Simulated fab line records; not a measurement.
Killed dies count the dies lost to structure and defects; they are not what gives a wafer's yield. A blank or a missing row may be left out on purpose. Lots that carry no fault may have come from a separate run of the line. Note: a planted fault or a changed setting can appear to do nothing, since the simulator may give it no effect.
Commonality check across tools + flow sky130 + 14 lots and 42 wafers in the sample

## WHAT PROMPTED THE OPENING
2 of 14 lots carry a flag on the reading SD_P_RS at SKY_SD_N_RS_MEAS_17. Fault-free wafers read 147.1 ohm/sq, with a standard deviation of 0.37.
Rule: flag the lot when none of its wafers has a number, or when each of its wafers that has one lies beyond 4 standard deviations from that mean. All remaining lots are regarded as sound.

| lot  | measured     | on           | SD_P_RS (ohm/sq), wafer by wafer | flag    |
|------|--------------|--------------|----------------------------------|---------|
| L638 | day 27 23:38 | filmMetro-04 | 147.4 147.9 147.3                |         |
| L641 | day 29 09:00 | filmMetro-04 | 146.9 147.0 146.6                |         |
| L640 | day 29 11:07 | filmMetro-04 | 147.7 147.1 147.0                |         |
| L642 | day 29 19:41 | filmMetro-02 | 147.0 146.8 146.7                |         |
| L645 | day 30 08:18 | filmMetro-02 | 146.4 146.8 146.7                |         |
| L644 | day 30 09:23 | filmMetro-01 | 147.3 147.0 147.5                |         |
| L646 | day 30 22:01 | filmMetro-02 | 146.8 146.7 146.9                |         |
| L647 | day 31 10:23 | filmMetro-04 | 146.6 146.3 146.8                |         |
| L648 | day 31 21:58 | filmMetro-01 | 147.6 147.2 147.3                |         |
| L653 | day 33 12:17 | filmMetro-02 | 150.2 150.3 149.7                | FLAGGED |
| L655 | day 33 13:12 | filmMetro-04 | 147.1 146.7 146.8                |         |
| L656 | day 34 04:35 | filmMetro-01 | 149.7 149.9 150.0                | FLAGGED |
| L658 | day 34 22:06 | filmMetro-04 | 147.5 146.9 146.6                |         |
| L660 | day 35 06:10 | filmMetro-02 | 147.2 147.1 147.1                |         |
Average over the flagged lots: 150.0 ohm/sq; offset from the usual +2.9 ohm/sq, equal to +8 standard deviations.

## TOOL THAT RAN EACH LOT
The record holds 2 process steps before the reading, out of a route of 708 steps. Read each cell as the tool, then ch plus the chambers that the sampled wafers visited, then the start.
| lot  | flag    | SKY_SD_P_IMPLANT_09             | SKY_SD_P_STRIP_10                   |
|------|---------|---------------------------------|-------------------------------------|
| L638 |         | implanter-01 ch 0, day 25 13:42 | plasmaAsher-04 ch 0,1, day 25 13:50 |
| L641 |         | implanter-03 ch 0, day 27 00:30 | plasmaAsher-02 ch 0,1, day 27 00:38 |
| L640 |         | implanter-03 ch 0, day 27 02:03 | plasmaAsher-02 ch 0,1, day 27 02:12 |
| L642 |         | implanter-01 ch 0, day 27 10:34 | plasmaAsher-01 ch 0,1, day 27 10:41 |
| L645 |         | implanter-02 ch 0, day 27 23:09 | plasmaAsher-02 ch 0,1, day 27 23:17 |
| L644 |         | implanter-02 ch 0, day 28 00:05 | plasmaAsher-02 ch 0,1, day 28 00:12 |
| L646 |         | implanter-02 ch 0, day 28 12:25 | plasmaAsher-02 ch 0,1, day 28 12:31 |
| L647 |         | implanter-01 ch 0, day 29 01:37 | plasmaAsher-02 ch 1, day 29 01:45   |
| L648 |         | implanter-02 ch 0, day 29 13:15 | plasmaAsher-02 ch 0,1, day 29 13:24 |
| L653 | FLAGGED | implanter-01 ch 0, day 31 06:35 | plasmaAsher-01 ch 0,1, day 31 06:42 |
| L655 |         | implanter-03 ch 0, day 31 08:09 | plasmaAsher-02 ch 0,1, day 31 08:17 |
| L656 | FLAGGED | implanter-01 ch 0, day 31 22:53 | plasmaAsher-02 ch 0,1, day 31 23:01 |
| L658 |         | implanter-03 ch 0, day 32 16:14 | plasmaAsher-01 ch 0,1, day 32 16:23 |
| L660 |         | implanter-02 ch 0, day 33 00:10 | plasmaAsher-02 ch 0,1, day 33 00:17 |
What the steps here do:
- SKY_SD_P_IMPLANT_09
- SKY_SD_P_STRIP_10: strips in O2/N2.
- SKY_SD_N_RS_MEAS_17: measures by four-point-probe.

## FLAGGED OVER TOTAL, TOOL BY TOOL (the gauges that took the reading come last)
| step                | tool           | lots run | flagged | share of the flagged lots | sound lots run after its first flagged lot |
|---------------------|----------------|----------|---------|---------------------------|--------------------------------------------|
| SKY_SD_P_IMPLANT_09 | implanter-01   | 5        | 2       | all                       | 0                                          |
| SKY_SD_P_IMPLANT_09 | implanter-02   | 5        | 0       | none                      | -                                          |
| SKY_SD_P_IMPLANT_09 | implanter-03   | 4        | 0       | none                      | -                                          |
| SKY_SD_P_STRIP_10   | plasmaAsher-01 | 3        | 1       | some                      | 1 (L658)                                   |
| SKY_SD_P_STRIP_10   | plasmaAsher-02 | 10       | 1       | some                      | 1 (L660)                                   |
| SKY_SD_P_STRIP_10   | plasmaAsher-04 | 1        | 0       | none                      | -                                          |
| SKY_SD_N_RS_MEAS_17 | filmMetro-01   | 3        | 1       | some                      | 0                                          |
| SKY_SD_N_RS_MEAS_17 | filmMetro-02   | 5        | 1       | some                      | 1 (L660)                                   |
| SKY_SD_N_RS_MEAS_17 | filmMetro-04   | 6        | 0       | none                      | -                                          |

## WHAT THE TABLE ALLOWS
1 row of the table ran every flagged lot: implanter-01 at SKY_SD_P_IMPLANT_09.
- implanter-01 at SKY_SD_P_IMPLANT_09: 2 of its 5 lots flagged. Last sound lot L647 at day 29 01:37, first flagged lot L653 at day 31 06:35; a fault beginning in between fits.
One tool is left: implanter-01 at SKY_SD_P_IMPLANT_09.

## WHAT THE SIMULATOR PUT IN
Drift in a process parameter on implanter-01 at SKY_SD_P_IMPLANT_09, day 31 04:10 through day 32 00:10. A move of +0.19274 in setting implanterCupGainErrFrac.
Lots struck among those shown: L653, L656. This agrees with what the rule above found.
